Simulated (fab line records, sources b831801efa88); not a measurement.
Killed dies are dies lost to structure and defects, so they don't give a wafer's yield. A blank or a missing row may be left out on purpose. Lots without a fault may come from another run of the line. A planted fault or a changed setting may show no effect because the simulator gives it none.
fab line records | flow gf180mcu
record lots=5 wafers=15 last_day=34
route steps=602 shown V3@452 M4@456 V4@476
lots that met no fault: from a run of the same line without faults
start_h: hours from the record's first day to the start of the lot's first wafer shown | wait_h: hours since the lot's step before | " the same as in the row above | L1.1+2: a row that stands for several wafers | - no value, or no start given | * or withheld: withheld | < > ~ a bound
route shown NAME@n: a module of which the file shows steps, and the number in the route of the first | usual: mean/standard deviation of fault-free wafers | same: alike in all rows | chamber/n: place in a boat | sites: the reading at each site | _std_site: their standard deviation | _edge_site: outer sites' mean less inner sites' | radius_mm: how far each site lies from the wafer's centre | mask NAME#n: copy n | behind: the tool/chamber that last shaped the wafer | hold: why the lot was held/for how many hours/how that ended | device: the transistor (n, p or np) that didn't switch | end of line: the same wafers' tests at the end of the route | a step without rows: its recipe alone | killed: dies lost to structure and defects at the first sort, not the wafer's yield | map: a wafer's dies, x killed, . not, _ none there
set.NAME: the setting as run; set.NAME@STEP: as run at that earlier step | model.NAME: the simulator's own value behind a step, which no gauge read
lots at some steps of the route; a table a step, a row a wafer
services: from which hour (start_h, from the record's first day; less than 0 if before it) a tool's chamber was out of use, for how many hours, and why
## steps
# step GF_V3_CVD_23
# recipe material=W target_thk_nm=350 time_s=104.9 temp_c=400 pressure_torr=40
# usual heater_power_w=927/75
# columns lot.wafer tool chamber start_h wait_h heater_power_w
L079.2 cvd_w-01 1 563.42 0.0 1009
L079.4 " 1 " " 992
L079.5 " 1 " " 977
L089.3 cvd_w-01 0 630.90 0.1 843
L089.4 " 1 " " 1036
L089.5 " 1 " " 1023
L093.1 cvd_w-02 0 667.80 0.0 859
L093.2 " 1 " " 1005
L093.4 " 0 " " 885
L094.1 cvd_w-01 1 669.01 0.0 996
L094.4 " 0 " " 847
L094.5 " 1 " " 992
L097.3 cvd_w-01 0 697.11 0.1 875
L097.5 " 0 " " 846
L097.6 " 1 " " 1002
# step GF_V3_RS_MEAS_24
# recipe thk_meas_gauge=four-point-probe reads=W_of_V3_CVD_23+TiN_of_V3_SPUTTER_22+Ti_of_V3_SPUTTER_21
# usual V3_W_RS=0.329/0.0042
# columns lot.wafer tool chamber start_h wait_h V3_W_RS[ohm/sq]
L079.2 film_metro-03 - 563.56 0.1 0.328
L079.4 " - " " 0.333
L079.5 " - " " 0.330
L089.3 film_metro-02 - 631.02 0.1 0.333
L089.4 " - " " 0.330
L089.5 " - " " 0.330
L093.1 film_metro-03 - 667.91 0.1 0.327
L093.2 " - " " 0.327
L093.4 " - " " 0.327
L094.1 film_metro-04 - 669.12 0.1 0.336
L094.4 " - " " 0.334
L094.5 " - " " 0.332
L097.3 film_metro-02 - 697.22 0.1 0.330
L097.5 " - " " 0.329
L097.6 " - " " 0.330
# step GF_V3_THK_MEAS_25
# recipe thk_meas_gauge=xrf reads=W_of_V3_CVD_23
# usual V3_W_THK=352/5.9
# columns lot.wafer tool chamber start_h wait_h V3_W_THK[nm]
L079.2 film_metro-03 - 563.67 0.1 352
L079.4 " - " " 349
L079.5 " - " " 350
L089.3 film_metro-02 - 631.12 0.1 350
L089.4 " - " " 354
L089.5 " - " " 352
L093.1 film_metro-03 - 668.03 0.1 355
L093.2 " - " " 353
L093.4 " - " " 354
L094.1 film_metro-04 - 669.24 0.1 338
L094.4 " - " " 342
L094.5 " - " " 342
L097.3 film_metro-02 - 697.32 0.1 353
L097.5 " - " " 350
L097.6 " - " " 351
# step GF_V3_CMP_26
# recipe stop_on=SiO2 down_force_psi=3.5 platen_rpm=60 t_overpolish_s=15 target_thk_nm=0 pad_velocity_m_s=0.94248
# usual motor_current_A=10.9/1 overpolish_run_s=14.999/0.0087 time_to_endpoint_s=85/3.5
# columns lot.wafer tool chamber start_h wait_h motor_current_A overpolish_run_s time_to_endpoint_s
L079.2 cmp-02 0 563.77 0.1 11.3 15.005 86
L079.4 " 1 " " 12.1 15.006 83
L079.5 " 3 " " 10.6 14.996 87
L089.4 cmp-01 3 631.16 0.0 9.4 15.007 86
L089.3 " 2 " " 10.8 14.997 84
L089.5 " 0 " " 12.5 15.006 88
L093.2 cmp-02 0 668.09 0.0 11.3 14.997 83
L093.1 " 2 " " 10.4 14.995 80
L093.4 " 3 " " 10.9 14.999 86
L094.1 cmp-01 3 669.35 0.1 9.4 15.002 85
L094.4 " 1 " " 9.9 14.990 83
L094.5 " 2 " " 10.9 15.008 85
L097.3 cmp-01 1 697.36 0.0 9.7 14.989 79
L097.5 " 1 " " 10.0 15.018 84
L097.6 " 2 " " 11.3 14.991 82
# step GF_M4_SPUTTER_00
# recipe material=Ti target_thk_nm=37.5 arriving_ion_energy_ev=80 substrate_temp_c=200 chamber_pressure_pa=2 power_w=4000 time_s=150
# usual throttle_valve_pct=29.8/0.99
# columns lot.wafer tool chamber start_h wait_h throttle_valve_pct
L079.2 pvd_sputter-03 - 564.02 0.2 30.9
L079.4 " - " " 29.7
L079.5 " - " " 30.0
L089.3 pvd_sputter-04 - 631.46 0.1 27.7
L089.4 " - " " 30.2
L089.5 " - " " 30.3
L093.1 pvd_sputter-01 - 668.39 0.1 29.0
L093.2 " - " " 30.7
L093.4 " - " " 29.9
L094.1 pvd_sputter-01 - 669.60 0.2 29.0
L094.4 " - " " 31.1
L094.5 " - " " 29.7
L097.3 pvd_sputter-03 - 697.66 0.2 31.0
L097.5 " - " " 29.5
L097.6 " - " " 29.7
# step GF_M4_SPUTTER_01
# recipe material=TiN target_thk_nm=30 power_w=6500 time_s=25 chamber_pressure_pa=0.4
# usual throttle_valve_pct=29.8/0.99
# columns lot.wafer tool chamber start_h wait_h throttle_valve_pct
L079.2 pvd_sputter-03 - 564.12 0.1 31.0
L079.4 " - " " 30.1
L079.5 " - " " 29.9
L089.3 pvd_sputter-04 - 631.56 0.1 27.3
L089.4 " - " " 30.1
L089.5 " - " " 30.0
L093.1 pvd_sputter-01 - 668.49 0.1 29.1
L093.2 " - " " 31.1
L093.4 " - " " 29.3
L094.1 pvd_sputter-01 - 669.70 0.1 29.1
L094.4 " - " " 30.7
L094.5 " - " " 29.6
L097.3 pvd_sputter-03 - 697.76 0.1 30.6
L097.5 " - " " 29.7
L097.6 " - " " 30.1
# step GF_M4_SPUTTER_02
# recipe material=AlCu target_thk_nm=450 power_w=10600 time_s=23.9 chamber_pressure_pa=0.4
# usual throttle_valve_pct=29.8/1
# columns lot.wafer tool chamber start_h wait_h throttle_valve_pct
L079.2 pvd_sputter-03 - 564.15 0.0 31.0
L079.4 " - " " 29.9
L079.5 " - " " 29.9
L089.3 pvd_sputter-04 - 631.59 0.0 27.5
L089.4 " - " " 30.0
L089.5 " - " " 30.0
L093.1 pvd_sputter-01 - 668.52 0.0 29.1
L093.2 " - " " 30.9
L093.4 " - " " 29.8
L094.1 pvd_sputter-01 - 669.73 0.0 29.1
L094.4 " - " " 31.0
L094.5 " - " " 30.0
L097.3 pvd_sputter-03 - 697.79 0.0 31.1
L097.5 " - " " 29.7
L097.6 " - " " 29.7
# step GF_M4_SPUTTER_03
# recipe material=Ti target_thk_nm=10 substrate_temp_c=300 chamber_pressure_pa=0.3 power_w=3000 time_s=6.7
# usual throttle_valve_pct=29.8/0.98
# columns lot.wafer tool chamber start_h wait_h throttle_valve_pct
L079.2 pvd_sputter-03 - 564.18 0.0 30.6
L079.4 " - " " 29.7
L079.5 " - " " 30.2
L089.3 pvd_sputter-04 - 631.62 0.0 27.6
L089.4 " - " " 29.9
L089.5 " - " " 30.1
L093.1 pvd_sputter-01 - 668.55 0.0 29.2
L093.2 " - " " 30.8
L093.4 " - " " 29.6
L094.1 pvd_sputter-01 - 669.76 0.0 29.2
L094.4 " - " " 31.0
L094.5 " - " " 29.6
L097.3 pvd_sputter-03 - 697.82 0.0 30.6
L097.5 " - " " 29.6
L097.6 " - " " 29.9
# step GF_M4_SPUTTER_04
# recipe material=TiN target_thk_nm=50 power_w=6500 time_s=41.7 chamber_pressure_pa=0.4
# usual throttle_valve_pct=29.8/0.99
# columns lot.wafer tool chamber start_h wait_h throttle_valve_pct
L079.2 pvd_sputter-03 - 564.20 0.0 31.0
L079.4 " - " " 29.8
L079.5 " - " " 29.9
L089.3 pvd_sputter-04 - 631.64 0.0 27.6
L089.4 " - " " 30.0
L089.5 " - " " 30.3
L093.1 pvd_sputter-01 - 668.57 0.0 29.5
L093.2 " - " " 31.2
L093.4 " - " " 29.6
L094.1 pvd_sputter-01 - 669.78 0.0 28.9
L094.4 " - " " 30.8
L094.5 " - " " 29.9
L097.3 pvd_sputter-03 - 697.85 0.0 31.0
L097.5 " - " " 29.9
L097.6 " - " " 29.9
# step GF_M4_RS_MEAS_05
# recipe thk_meas_gauge=four-point-probe reads=TiN_of_M4_SPUTTER_04+Ti_of_M4_SPUTTER_03+AlCu_of_M4_SPUTTER_02+TiN_of_M4_SPUTTER_01+Ti_of_M4_SPUTTER_00
# usual M4_ALCU_RS=0.0696/0.00059
# columns lot.wafer tool chamber start_h wait_h M4_ALCU_RS[ohm/sq]
L079.2 film_metro-03 - 564.31 0.1 0.0705
L079.4 " - " " 0.0701
L079.5 " - " " 0.0711
L089.3 film_metro-02 - 631.73 0.1 0.0699
L089.4 " - " " 0.0700
L089.5 " - " " 0.0697
L093.1 film_metro-03 - 668.61 0.0 0.0694
L093.2 " - " " 0.0693
L093.4 " - " " 0.0689
L094.1 film_metro-03 - 669.82 0.0 0.0699
L094.4 " - " " 0.0701
L094.5 " - " " 0.0692
L097.3 film_metro-02 - 697.93 0.1 0.0698
L097.5 " - " " 0.0701
L097.6 " - " " 0.0708
# step GF_M4_THK_MEAS_06
# recipe thk_meas_gauge=xrf reads=AlCu_of_M4_SPUTTER_02
# usual M4_ALCU_THK=441/4.6
# columns lot.wafer tool chamber start_h wait_h M4_ALCU_THK[nm]
L079.2 film_metro-03 - 564.42 0.1 440
L079.4 " - " " 441
L079.5 " - " " 436
L089.3 film_metro-02 - 631.83 0.1 436
L089.4 " - " " 438
L089.5 " - " " 440
L093.1 film_metro-03 - 668.73 0.1 445
L093.2 " - " " 446
L093.4 " - " " 451
L094.1 film_metro-03 - 669.94 0.1 444
L094.4 " - " " 442
L094.5 " - " " 450
L097.3 film_metro-02 - 698.03 0.1 442
L097.5 " - " " 439
L097.6 " - " " 435
# step GF_M4_DEHYDRATE_07
# recipe temp_c=200 time_s=60
# usual chill_plate_temp_C=22.99/0.1 resist_line_temp_C=23.01/0.1
# columns lot.wafer tool chamber start_h wait_h chill_plate_temp_C resist_line_temp_C
L079.2 litho_track-04 0 574.77 10.3 23.00 23.02
L079.4 " 0 " " 22.85 23.13
L079.5 " 0 " " 22.90 22.93
L089.3 litho_track-04 0 640.80 9.0 22.90 22.92
L089.4 " 0 " " 23.00 22.86
L089.5 " 0 " " 22.84 23.00
L093.1 litho_track-03 0 677.19 8.4 22.96 22.88
L093.2 " 0 " " 23.07 22.87
L093.4 " 0 " " 22.93 23.03
L094.1 litho_track-03 0 678.44 8.5 23.12 22.84
L094.4 " 0 " " 23.05 23.00
L094.5 " 0 " " 23.24 23.04
L097.3 litho_track-04 0 706.95 8.9 23.10 22.83
L097.5 " 0 " " 23.08 22.99
L097.6 " 0 " " 22.99 22.98
# step GF_M4_HMDS_08
# recipe prime_time_s=60 prime_temp_c=120
# usual chill_plate_temp_C=22.99/0.11 resist_line_temp_C=23.02/0.1
# same prime_time_s=60
# columns lot.wafer tool chamber start_h wait_h chill_plate_temp_C resist_line_temp_C
L079.2 litho_track-04 0 574.92 0.1 23.10 23.05
L079.4 " 0 " " 23.11 22.85
L079.5 " 0 " " 22.98 22.97
L089.3 litho_track-04 0 640.95 0.1 22.80 23.12
L089.4 " 0 " " 22.94 22.98
L089.5 " 0 " " 22.86 23.01
L093.1 litho_track-03 0 677.34 0.1 22.94 22.96
L093.2 " 0 " " 22.82 23.01
L093.4 " 0 " " 22.90 23.00
L094.1 litho_track-03 0 678.59 0.1 23.04 22.96
L094.4 " 0 " " 23.05 22.94
L094.5 " 0 " " 23.04 22.97
L097.3 litho_track-04 0 707.10 0.1 22.81 22.93
L097.5 " 0 " " 23.04 23.09
L097.6 " 0 " " 23.11 23.02
# step GF_M4_COAT_09
# recipe resist=KrF spin_rpm=withheld resist_thk_nm=1000
# usual chill_plate_temp_C=23.02/0.094 resist_line_temp_C=22.99/0.1
# columns lot.wafer tool chamber start_h wait_h chill_plate_temp_C resist_line_temp_C
L079.2 litho_track-04 0 575.07 0.1 23.08 22.95
L079.4 " 0 " " 23.07 22.83
L079.5 " 0 " " 23.08 22.92
L089.3 litho_track-04 0 641.10 0.1 22.76 23.06
L089.4 " 0 " " 22.98 23.06
L089.5 " 0 " " 22.82 22.90
L093.1 litho_track-03 0 677.49 0.1 22.96 22.85
L093.2 " 0 " " 23.07 22.77
L093.4 " 0 " " 23.00 23.04
L094.1 litho_track-03 0 678.74 0.1 23.07 22.95
L094.4 " 0 " " 23.10 23.10
L094.5 " 0 " " 23.08 22.96
L097.3 litho_track-04 0 707.25 0.1 23.07 23.12
L097.5 " 0 " " 23.05 22.95
L097.6 " 0 " " 23.11 23.11
# step GF_M4_SOFTBAKE_10
# recipe temp_c=130 time_s=60 resist=KrF
# usual chill_plate_temp_C=23.00/0.1 resist_line_temp_C=23.02/0.12
# columns lot.wafer tool chamber start_h wait_h chill_plate_temp_C resist_line_temp_C
L079.2 litho_track-04 0 575.22 0.1 23.17 23.03
L079.4 " 0 " " 22.86 23.06
L079.5 " 0 " " 23.03 23.02
L089.3 litho_track-04 0 641.25 0.1 22.99 23.05
L089.4 " 0 " " 22.82 22.97
L089.5 " 0 " " 22.95 23.08
L093.1 litho_track-03 0 677.64 0.1 23.06 23.14
L093.2 " 0 " " 22.92 23.14
L093.4 " 0 " " 23.08 23.15
L094.1 litho_track-03 0 678.89 0.1 23.05 23.10
L094.4 " 0 " " 23.12 23.13
L094.5 " 0 " " 22.98 23.14
L097.3 litho_track-04 0 707.40 0.1 23.16 23.17
L097.5 " 0 " " 22.99 23.17
L097.6 " 0 " " 23.08 23.09
# step GF_M4_EXPOSE_11
# recipe mask_id=Metal4 target_cd_nm=280 na=0.68 source_shape=conventional sigma_outer=0.6 dose_mj=28
# usual reticle_temp_C=23.00/0.098 stage_vel_mm_s=499.99/0.26
# columns lot.wafer tool chamber start_h wait_h mask reticle_temp_C stage_vel_mm_s
L079.2 krf_scanner-01 0 - - Metal4#0 22.96 499.90
L079.4 " 0 " " Metal4#0 22.92 500.00
L079.5 " 0 " " Metal4#0 23.03 500.19
L089.3 krf_scanner-02 0 - - Metal4#0 23.03 500.02
L089.4 " 0 " " Metal4#0 23.01 499.76
L089.5 " 0 " " Metal4#0 23.16 499.69
L093.1 krf_scanner-02 0 - - Metal4#0 23.09 500.25
L093.2 " 0 " " Metal4#0 22.98 500.18
L093.4 " 0 " " Metal4#0 23.06 500.00
L094.1 krf_scanner-02 0 - - Metal4#0 22.99 499.93
L094.4 " 0 " " Metal4#0 22.98 500.10
L094.5 " 0 " " Metal4#0 22.94 500.14
L097.3 krf_scanner-01 0 - - Metal4#0 22.98 500.18
L097.5 " 0 " " Metal4#0 22.91 500.04
L097.6 " 0 " " Metal4#0 22.85 500.49
# step GF_M4_PEB_12
# recipe peb_temp_c=135 peb_time_s=90 resist=KrF
# usual chill_plate_temp_C=22.96/0.11 resist_line_temp_C=22.99/0.11
# columns lot.wafer tool chamber start_h wait_h chill_plate_temp_C resist_line_temp_C
L079.2 litho_track-03 0 - - 22.77 22.87
L079.4 " 0 " " 22.88 22.95
L079.5 " 0 " " 22.91 22.98
L089.3 litho_track-03 0 - - 22.96 23.02
L089.4 " 0 " " 23.17 22.94
L089.5 " 0 " " 23.19 22.85
L093.1 litho_track-04 0 - - 22.98 23.16
L093.2 " 0 " " 22.99 23.10
L093.4 " 0 " " 22.95 23.09
L094.1 litho_track-04 0 - - 22.93 22.94
L094.4 " 0 " " 22.93 22.98
L094.5 " 0 " " 22.93 23.06
L097.3 litho_track-03 0 - - 23.09 22.98
L097.5 " 0 " " 22.94 23.08
L097.6 " 0 " " 23.05 23.05
# step GF_M4_DEVELOP_13
# recipe develop_time_s=60 dev_temp_c=21
# usual chill_plate_temp_C=23.01/0.11 resist_line_temp_C=23.00/0.1
# columns lot.wafer tool chamber start_h wait_h chill_plate_temp_C resist_line_temp_C
L079.2 litho_track-03 0 585.41 0.2 22.96 22.86
L079.4 " 0 " " 22.91 22.72
L079.5 " 0 " " 23.06 22.84
L089.3 litho_track-03 0 651.04 0.1 23.06 23.09
L089.4 " 0 " " 23.12 22.98
L089.5 " 0 " " 23.20 23.16
L093.1 litho_track-04 0 687.15 0.2 22.95 22.95
L093.2 " 0 " " 22.91 22.67
L093.4 " 0 " " 22.98 23.02
L094.1 litho_track-04 0 688.25 0.2 23.13 23.09
L094.4 " 0 " " 23.01 22.94
L094.5 " 0 " " 23.20 22.88
L097.3 litho_track-03 0 715.89 0.1 23.05 22.97
L097.5 " 0 " " 23.16 22.84
L097.6 " 0 " " 23.15 22.85
# step GF_M4_CD_MEAS_14
# recipe target_cd_nm=280
# usual cd_nm=279.9/1.1
# columns lot.wafer tool chamber start_h wait_h cd_nm
L079.2 cd_sem-02 - 585.56 0.1 279.6
L079.4 " - " " 280.0
L079.5 " - " " 280.1
L089.3 cd_sem-02 - 651.18 0.1 280.7
L089.4 " - " " 282.5
L089.5 " - " " 281.8
L093.1 cd_sem-02 - 687.30 0.1 280.5
L093.2 " - " " 279.3
L093.4 " - " " 280.1
L094.1 cd_sem-01 - 688.40 0.1 281.0
L094.4 " - " " 279.2
L094.5 " - " " 280.6
L097.3 cd_sem-02 - 716.03 0.1 278.3
L097.5 " - " " 278.7
L097.6 " - " " 278.1
# step GF_M4_OVL_MEAS_15
# usual M4_OVL=-3/7.4
# columns lot.wafer tool chamber start_h wait_h M4_OVL[nm]
L079.2 overlay-02 - 585.66 0.1 2
L079.4 " - " " 1
L079.5 " - " " 12
L089.3 overlay-02 - 651.27 0.1 -6
L089.4 " - " " -14
L089.5 " - " " -5
L093.1 overlay-01 - 687.42 0.1 -9
L093.2 " - " " -4
L093.4 " - " " -7
L094.1 overlay-02 - 688.52 0.1 -5
L094.4 " - " " -5
L094.5 " - " " -5
L097.3 overlay-01 - 716.12 0.1 2
L097.5 " - " " 1
L097.6 " - " " -4
# step GF_M4_METAL_ETCH_16
# recipe chemistry=Cl2/BCl3 mask_material=KrF target_depth_nm=627.5 stop_on=SiO2 pressure_mtorr=8 icp_w=800 bias_w=140 Cl2_flow_sccm=80 bcl3_flow_sccm=40 time_s=104.6
# usual bcl3_flow_sccm=40.00/0.11 drypump_motor_current_A=5.3/0.54 mfc_cl2_sccm=80.00/0.26 oes_product_au=0.971/0.0059 rf_fwd_power_W=794.6/2.7 throttle_valve_pct=28.251/0.0091
# columns lot.wafer tool chamber start_h wait_h bcl3_flow_sccm drypump_motor_current_A mfc_cl2_sccm oes_product_au rf_fwd_power_W rf_hours_counter_h throttle_valve_pct
L079.2 rie_metal-02 1 585.69 0.0 40.01 5.8 79.78 0.969 793.2 12 28.273
L079.4 " 1 " " 40.08 5.8 79.88 0.974 793.2 - 28.261
L079.5 " 0 " " 40.00 5.3 79.99 0.962 796.5 - 28.255
L089.3 rie_metal-04 1 651.33 0.1 40.15 5.2 79.79 0.970 792.9 - 28.255
L089.4 " 0 " " 39.92 6.3 80.29 0.964 796.1 - 28.255
L089.5 " 0 " " 40.03 6.2 80.41 0.977 797.2 - 28.251
L093.1 rie_metal-02 0 687.45 0.0 40.09 5.3 79.77 0.966 795.0 6 28.252
L093.2 " 1 " " 40.07 5.8 80.06 0.967 794.0 2 28.260
L093.4 " 0 " " 40.12 5.3 79.97 0.971 795.8 - 28.250
L094.1 rie_metal-01 1 688.55 0.0 40.00 4.8 80.06 0.970 793.4 6 28.264
L094.4 " 1 " " 39.98 4.8 79.89 0.972 795.8 - 28.251
L094.5 " 1 " " 39.85 4.8 80.12 0.978 795.7 - 28.256
L097.3 rie_metal-01 0 716.18 0.1 40.06 4.7 79.51 0.975 796.7 - 28.246
L097.5 " 0 " " 40.03 4.7 80.01 0.979 796.2 - 28.252
L097.6 " 1 " " 40.06 4.8 79.83 0.966 790.5 - 28.245
# step GF_M4_STRIP_17
# recipe chemistry=O2/N2 power_w=1400 pressure_mtorr=1500 platen_temp_c=250 o2_flow_sccm=3000 n2_flow_sccm=300 overash_fraction=0.5
# usual drypump_motor_current_A=5.9/0.45 heater_power_w=338/22 oes_product_au=0.557/0.0047 strip_time_to_endpoint_s=7.86/0.038
# columns lot.wafer tool chamber start_h wait_h drypump_motor_current_A heater_power_w oes_product_au rf_hours_counter_h strip_time_to_endpoint_s
L079.2 plasma_asher-04 0 585.81 0.1 5.8 355 0.568 78 7.89
L079.4 " 0 " " 5.8 354 0.557 - 7.91
L079.5 " 1 " " 5.1 330 0.552 - 7.86
L089.3 plasma_asher-03 1 651.44 0.1 5.7 360 0.556 - 7.86
L089.4 " 0 " " 6.4 352 0.569 - 7.92
L089.5 " 0 " " 6.4 359 0.565 - 7.88
L093.1 plasma_asher-03 1 687.57 0.1 5.6 355 0.563 102 7.94
L093.2 " 0 " " 6.4 341 0.558 102 7.95
L093.4 " 0 " " 6.4 342 0.555 - 7.92
L094.1 plasma_asher-03 1 688.67 0.1 5.7 356 0.549 102 7.82
L094.4 " 0 " " 6.3 343 0.558 - 7.86
L094.5 " 1 " " 5.7 366 0.547 - 7.86
L097.3 plasma_asher-04 0 716.29 0.1 5.8 355 0.559 - 7.83
L097.5 " 1 " " 5.1 330 0.553 - 7.81
L097.6 " 0 " " 5.8 350 0.553 - 7.80
# step GF_M4_STRIP_18
# recipe chemistry=post_etch_residue_remover time_s=1200 temp_c=72.5
# columns lot.wafer tool chamber start_h wait_h
L079.2+4+5 wet_bench-04 3 585.91 0.1
L089.3+4+5 wet_bench-04 1 651.51 0.0
L093.1+2+4 wet_bench-04 0 687.67 0.1
L094.1+4+5 wet_bench-02 0 688.77 0.1
L097.3+5+6 wet_bench-04 0 716.36 0.0
# step GF_M4_CLEAN_19
# recipe chemistry=DIW dry=n2_spin
# columns lot.wafer tool chamber start_h wait_h
L079.2+4+5 wet_bench-02 3 586.25 0.0
L089.3+4+5 wet_bench-02 3 651.85 0.0
L093.1+2+4 wet_bench-01 3 688.04 0.0
L094.1+4+5 wet_bench-01 1 689.11 0.0
L097.3+5+6 wet_bench-02 1 716.70 0.0
# step GF_V4_CVD_00
# recipe material=SiO2 target_thk_nm=600 sigma_open_frac=0.3 temp_c=400 time_s=100 sih4_flow_sccm=60 pressure_mtorr=6
# usual sih4_flow_sccm=59.98/0.17
# columns lot.wafer tool chamber start_h wait_h sih4_flow_sccm
L079.2 hdpcvd-02 0 586.34 0.0 60.03
L079.4 " 0 " " 59.83
L079.5 " 0 " " 60.01
L089.3 hdpcvd-02 2 651.94 0.0 59.97
L089.4 " 1 " " 60.31
L089.5 " 0 " " 60.25
L093.1 hdpcvd-02 0 688.13 0.0 59.89
L093.2 " 2 " " 60.07
L093.4 " 0 " " 59.80
L094.1 hdpcvd-02 0 689.20 0.0 60.27
L094.4 " 1 " " 59.96
L094.5 " 0 " " 60.23
L097.3 hdpcvd-01 0 716.79 0.0 60.13
L097.5 " 2 " " 59.95
L097.6 " 0 " " 59.99
# step GF_V4_THK_MEAS_01
# recipe reads=SiO2_of_V4_CVD_00
# usual V4_CVD_00_THK=603/6.1
# columns lot.wafer tool chamber start_h wait_h V4_CVD_00_THK[nm]
L079.2 film_metro-04 - 586.48 0.1 608
L079.4 " - " " 605
L079.5 " - " " 604
L089.3 film_metro-03 - 652.03 0.1 605
L089.4 " - " " 607
L089.5 " - " " 609
L093.1 film_metro-04 - 688.30 0.1 594
L093.2 " - " " 599
L093.4 " - " " 599
L094.1 film_metro-03 - 689.27 0.0 591
L094.4 " - " " 594
L094.5 " - " " 601
L097.3 film_metro-04 - 716.88 0.1 606
L097.5 " - " " 610
L097.6 " - " " 614
# step GF_V4_CVD_02
# recipe material=SiO2 target_thk_nm=850 precursor=TEOS temp_c=400 time_s=94.851 rf_w=600
# usual heater_power_w=685/94 rf_fwd_power_W=596.4/2.3
# columns lot.wafer tool chamber start_h wait_h heater_power_w rf_fwd_power_W
L079.2 pecvd-03 1 586.53 0.0 612 599.2
L079.4 " 2 " " 620 593.0
L079.5 " 0 " " 633 593.3
L089.3 pecvd-02 2 652.07 0.0 699 592.2
L089.4 " 0 " " 694 596.6
L089.5 " 1 " " 828 597.3
L093.1 pecvd-03 1 688.36 0.1 639 598.4
L093.2 " 2 " " 542 596.4
L093.4 " 2 " " 601 596.3
L094.1 pecvd-02 1 689.33 0.1 802 597.6
L094.4 " 1 " " 836 598.8
L094.5 " 0 " " 589 596.1
L097.3 pecvd-02 0 716.96 0.1 731 599.2
L097.5 " 0 " " 567 597.6
L097.6 " 1 " " 705 600.4
# step GF_V4_THK_MEAS_03
# recipe reads=SiO2_of_V4_CVD_02
# usual V4_CVD_02_THK=852/10
# columns lot.wafer tool chamber start_h wait_h V4_CVD_02_THK[nm]
L079.2 film_metro-04 - 586.60 0.0 842
L079.4 " - " " 853
L079.5 " - " " 857
L089.3 film_metro-03 - 652.16 0.1 844
L089.4 " - " " 857
L089.5 " - " " 853
L093.1 film_metro-04 - 688.43 0.0 859
L093.2 " - " " 853
L093.4 " - " " 864
L094.1 film_metro-03 - 689.40 0.0 845
L094.4 " - " " 846
L094.5 " - " " 847
L097.3 film_metro-03 - 717.04 0.1 854
L097.5 " - " " 854
L097.6 " - " " 854
# step GF_V4_CMP_04
# recipe material=SiO2 down_force_psi=4 platen_rpm=60 pad_velocity_m_s=0.94248
# usual motor_current_A=11.9/1.1 time_to_endpoint_s=81/5
# columns lot.wafer tool chamber start_h wait_h motor_current_A time_to_endpoint_s
L079.2 cmp-01 3 586.75 0.1 10.2 74
L079.4 " 0 " " 12.5 81
L079.5 " 2 " " 12.2 78
L089.3 cmp-02 3 652.25 0.1 11.0 76
L089.4 " 1 " " 14.3 82
L089.5 " 3 " " 11.0 79
L093.1 cmp-02 1 688.49 0.1 13.5 85
L093.2 " 2 " " 11.9 79
L093.4 " 0 " " 11.6 88
L094.4 cmp-02 0 689.46 0.0 12.4 77
L094.1 " 3 " " 12.0 75
L094.5 " 0 " " 11.5 80
L097.3 cmp-01 2 717.08 0.0 11.6 82
L097.6 " 2 " " 12.4 79
L097.5 " 3 " " 10.1 80
# step GF_V4_BOW_MEAS_05
# recipe mode=bow
# usual V4_BOW=133/9
# columns lot.wafer tool chamber start_h wait_h V4_BOW[um]
L079.2 film_metro-04 - 587.09 0.3 145
L079.4 " - " " 129
L079.5 " - " " 125
L089.3 film_metro-04 - 652.54 0.2 135
L089.4 " - " " 137
L089.5 " - " " 141
L093.1 film_metro-03 - 688.79 0.2 131
L093.2 " - " " 127
L093.4 " - " " 138
L094.1 film_metro-03 - 689.76 0.1 129
L094.4 " - " " 119
L094.5 " - " " 130
L097.3 film_metro-04 - 717.42 0.3 140
L097.5 " - " " 134
L097.6 " - " " 131
# step GF_V4_DEHYDRATE_06
# recipe temp_c=200 time_s=60
# usual chill_plate_temp_C=22.99/0.11 resist_line_temp_C=22.98/0.1
# columns lot.wafer tool chamber start_h wait_h chill_plate_temp_C resist_line_temp_C
L079.2 litho_track-02 0 597.28 10.2 23.12 23.04
L079.4 " 0 " " 23.04 23.15
L079.5 " 0 " " 23.11 23.03
L089.3 litho_track-02 0 661.55 9.0 23.05 23.03
L089.4 " 0 " " 22.92 22.88
L089.5 " 0 " " 22.92 22.91
L093.1 litho_track-03 0 697.49 8.7 22.85 22.86
L093.2 " 0 " " 22.94 23.08
L093.4 " 0 " " 23.18 23.11
L094.1 litho_track-03 0 698.24 8.5 22.86 22.95
L094.4 " 0 " " 23.01 23.16
L094.5 " 0 " " 22.97 23.09
L097.3 litho_track-03 0 725.84 8.4 22.92 22.77
L097.5 " 0 " " 23.14 22.97
L097.6 " 0 " " 22.95 22.97
# step GF_V4_HMDS_07
# recipe prime_time_s=60 prime_temp_c=120
# usual chill_plate_temp_C=22.97/0.098 resist_line_temp_C=22.97/0.1
# same prime_time_s=60
# columns lot.wafer tool chamber start_h wait_h chill_plate_temp_C resist_line_temp_C
L079.2 litho_track-02 0 597.43 0.1 23.02 23.10
L079.4 " 0 " " 22.89 23.02
L079.5 " 0 " " 22.88 23.08
L089.3 litho_track-02 0 661.70 0.1 23.01 22.83
L089.4 " 0 " " 23.08 22.98
L089.5 " 0 " " 23.11 23.02
L093.1 litho_track-03 0 697.64 0.1 22.86 22.91
L093.2 " 0 " " 22.80 22.83
L093.4 " 0 " " 22.90 22.93
L094.1 litho_track-03 0 698.39 0.1 22.92 22.95
L094.4 " 0 " " 23.10 22.82
L094.5 " 0 " " 23.06 22.91
L097.3 litho_track-03 0 725.99 0.1 23.06 23.09
L097.5 " 0 " " 22.82 22.99
L097.6 " 0 " " 23.00 23.08
## services
# columns tool chamber start_h hours kind
rie_metal-02 - 555.80 0.3 repair
pvd_sputter-01 - 559.42 13.3 repair
wet_bench-04 - 561.29 2.4 repair
pvd_sputter-04 - 564.25 2.8 repair
rie_metal-01 - 566.05 2.8 pm
cmp-01 - 572.00 4.0 pm
hdpcvd-02 2 573.95 23.3 repair
cmp-01 - 593.51 4.6 repair
krf_scanner-02 - 599.32 1.0 pm
hdpcvd-02 0 604.00 11.5 repair
cvd_w-01 - 604.31 14.6 pm
cmp-01 - 613.35 5.5 pm
pvd_sputter-01 - 626.05 3.0 repair
krf_scanner-02 - 629.70 1.3 pm
cmp-01 - 634.08 5.6 pm
cvd_w-01 - 650.22 0.9 repair
cvd_w-01 - 651.87 1.1 repair
pvd_sputter-04 - 665.72 1.5 repair
cmp-02 - 669.84 8.4 pm
pvd_sputter-04 - 678.08 4.6 repair
krf_scanner-02 - 679.68 0.8 pm
pecvd-02 2 709.35 18.3 repair
pvd_sputter-04 - 717.31 0.8 repair
hdpcvd-02 - 723.47 0.3 repair
## key
fault none
